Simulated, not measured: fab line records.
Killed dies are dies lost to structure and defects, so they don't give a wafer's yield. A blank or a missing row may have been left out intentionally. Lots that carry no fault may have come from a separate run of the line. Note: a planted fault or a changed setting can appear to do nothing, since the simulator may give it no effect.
Split-lot study || flow gf180mcu || 23 wafers read across 5 lots, on a route 602 steps long

## ABOUT THE SPLIT
At GF_DUAL_GATE_OXIDATION_02 (stabilise 600 s, purge 300 s, target thk 10.887 nm), the setting temp-c was moved away from the recipe's 900 C on 20 of the 23 wafers read, by -0.8% to +0.3%. This setting was run at the recipe's value on the other wafers.

Between the split and the reading, the file records no step.

## THE READING
DUAL_GATE_OXIDATION_00_THK, in nm, at GF_DUAL_GATE_THK_MEAS_03. A value of 10.89 nm with a standard deviation of 0.17 nm is what fault-free wafers of this fab line usually give.

{"wafer": "L074.1", "tool, chamber at the split": "-, -", "temp-c as run, C": 892.4, "against the recipe": "-0.8%", "DUAL_GATE_OXIDATION_00_THK, nm": 9.92, "against lot-mates on the recipe": "no lot-mate on the recipe"}
{"wafer": "L074.2", "tool, chamber at the split": "-, -", "temp-c as run, C": 892.4, "against the recipe": "-0.8%", "DUAL_GATE_OXIDATION_00_THK, nm": 9.87, "against lot-mates on the recipe": "no lot-mate on the recipe"}
{"wafer": "L074.3", "tool, chamber at the split": "-, -", "temp-c as run, C": 892.4, "against the recipe": "-0.8%", "DUAL_GATE_OXIDATION_00_THK, nm": 9.85, "against lot-mates on the recipe": "no lot-mate on the recipe"}
{"wafer": "L074.5", "tool, chamber at the split": "-, -", "temp-c as run, C": 892.4, "against the recipe": "-0.8%", "DUAL_GATE_OXIDATION_00_THK, nm": 9.76, "against lot-mates on the recipe": "no lot-mate on the recipe"}
{"wafer": "L074.6", "tool, chamber at the split": "-, -", "temp-c as run, C": 892.4, "against the recipe": "-0.8%", "DUAL_GATE_OXIDATION_00_THK, nm": 9.78, "against lot-mates on the recipe": "no lot-mate on the recipe"}
{"wafer": "L075.2", "tool, chamber at the split": "furnace-01, 0", "temp-c as run, C": 900, "against the recipe": "recipe", "DUAL_GATE_OXIDATION_00_THK, nm": 11.06, "against lot-mates on the recipe": "-"}
{"wafer": "L075.4", "tool, chamber at the split": "furnace-01, 0", "temp-c as run, C": 900, "against the recipe": "recipe", "DUAL_GATE_OXIDATION_00_THK, nm": 10.88, "against lot-mates on the recipe": "-"}
{"wafer": "L075.5", "tool, chamber at the split": "furnace-01, 0", "temp-c as run, C": 900, "against the recipe": "recipe", "DUAL_GATE_OXIDATION_00_THK, nm": 10.94, "against lot-mates on the recipe": "-"}
{"wafer": "L082.2", "tool, chamber at the split": "-, -", "temp-c as run, C": 902.2, "against the recipe": "+0.2%", "DUAL_GATE_OXIDATION_00_THK, nm": 11.13, "against lot-mates on the recipe": "no lot-mate on the recipe"}
{"wafer": "L082.3", "tool, chamber at the split": "-, -", "temp-c as run, C": 902.2, "against the recipe": "+0.2%", "DUAL_GATE_OXIDATION_00_THK, nm": 11.13, "against lot-mates on the recipe": "no lot-mate on the recipe"}
{"wafer": "L082.4", "tool, chamber at the split": "-, -", "temp-c as run, C": 902.2, "against the recipe": "+0.2%", "DUAL_GATE_OXIDATION_00_THK, nm": 10.93, "against lot-mates on the recipe": "no lot-mate on the recipe"}
{"wafer": "L082.5", "tool, chamber at the split": "-, -", "temp-c as run, C": 902.2, "against the recipe": "+0.2%", "DUAL_GATE_OXIDATION_00_THK, nm": 10.94, "against lot-mates on the recipe": "no lot-mate on the recipe"}
{"wafer": "L082.6", "tool, chamber at the split": "-, -", "temp-c as run, C": 902.2, "against the recipe": "+0.2%", "DUAL_GATE_OXIDATION_00_THK, nm": 11.12, "against lot-mates on the recipe": "no lot-mate on the recipe"}
{"wafer": "L083.1", "tool, chamber at the split": "-, -", "temp-c as run, C": 896.2, "against the recipe": "-0.4%", "DUAL_GATE_OXIDATION_00_THK, nm": 10.76, "against lot-mates on the recipe": "no lot-mate on the recipe"}
{"wafer": "L083.2", "tool, chamber at the split": "-, -", "temp-c as run, C": 896.2, "against the recipe": "-0.4%", "DUAL_GATE_OXIDATION_00_THK, nm": 10.49, "against lot-mates on the recipe": "no lot-mate on the recipe"}
{"wafer": "L083.3", "tool, chamber at the split": "-, -", "temp-c as run, C": 896.2, "against the recipe": "-0.4%", "DUAL_GATE_OXIDATION_00_THK, nm": 10.66, "against lot-mates on the recipe": "no lot-mate on the recipe"}
{"wafer": "L083.4", "tool, chamber at the split": "-, -", "temp-c as run, C": 896.2, "against the recipe": "-0.4%", "DUAL_GATE_OXIDATION_00_THK, nm": 10.77, "against lot-mates on the recipe": "no lot-mate on the recipe"}
{"wafer": "L083.5", "tool, chamber at the split": "-, -", "temp-c as run, C": 896.2, "against the recipe": "-0.4%", "DUAL_GATE_OXIDATION_00_THK, nm": 10.66, "against lot-mates on the recipe": "no lot-mate on the recipe"}
{"wafer": "L085.1", "tool, chamber at the split": "-, -", "temp-c as run, C": 902.6, "against the recipe": "+0.3%", "DUAL_GATE_OXIDATION_00_THK, nm": 11.21, "against lot-mates on the recipe": "no lot-mate on the recipe"}
{"wafer": "L085.2", "tool, chamber at the split": "-, -", "temp-c as run, C": 902.6, "against the recipe": "+0.3%", "DUAL_GATE_OXIDATION_00_THK, nm": 11.25, "against lot-mates on the recipe": "no lot-mate on the recipe"}
{"wafer": "L085.3", "tool, chamber at the split": "-, -", "temp-c as run, C": 902.6, "against the recipe": "+0.3%", "DUAL_GATE_OXIDATION_00_THK, nm": 11.31, "against lot-mates on the recipe": "no lot-mate on the recipe"}
{"wafer": "L085.5", "tool, chamber at the split": "-, -", "temp-c as run, C": 902.6, "against the recipe": "+0.3%", "DUAL_GATE_OXIDATION_00_THK, nm": 11.27, "against lot-mates on the recipe": "no lot-mate on the recipe"}
{"wafer": "L085.6", "tool, chamber at the split": "-, -", "temp-c as run, C": 902.6, "against the recipe": "+0.3%", "DUAL_GATE_OXIDATION_00_THK, nm": 11.24, "against lot-mates on the recipe": "no lot-mate on the recipe"}

FIT RESULTS
A straight line over all 23 wafers: DUAL_GATE_OXIDATION_00_THK changes by +1.11 nm for each +1% of temp-c; r = +0.95; the points scatter about the line by 0.17 nm.
Too few moved wafers with a lot-mate on the recipe to fit a line net of each lot's own level.

## THE WHOLE CHAIN: every reading that the file lists as answering this split, in the file's order
{"step": "GF_DUAL_GATE_OXIDATION_02", "what it does": "stabilise 600 s, purge 300 s, target thk 10.887 nm", "reading": "SiO2_of_DUAL_GATE_OXIDATION_02.thk-nm (the simulator's own value, which no gauge read)", "change (the file's fit)": "+1.11 nm for each +1% of the setting", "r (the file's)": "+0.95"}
{"step": "GF_DUAL_GATE_THK_MEAS_03", "what it does": "", "reading": "DUAL_GATE_OXIDATION_00_THK", "change (the file's fit)": "+1.11 for each +1% of the setting", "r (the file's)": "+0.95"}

## THE FILE'S OWN FIT
DUAL_GATE_OXIDATION_00_THK changes by +1.11 nm for each +1% of temp-c, r = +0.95.
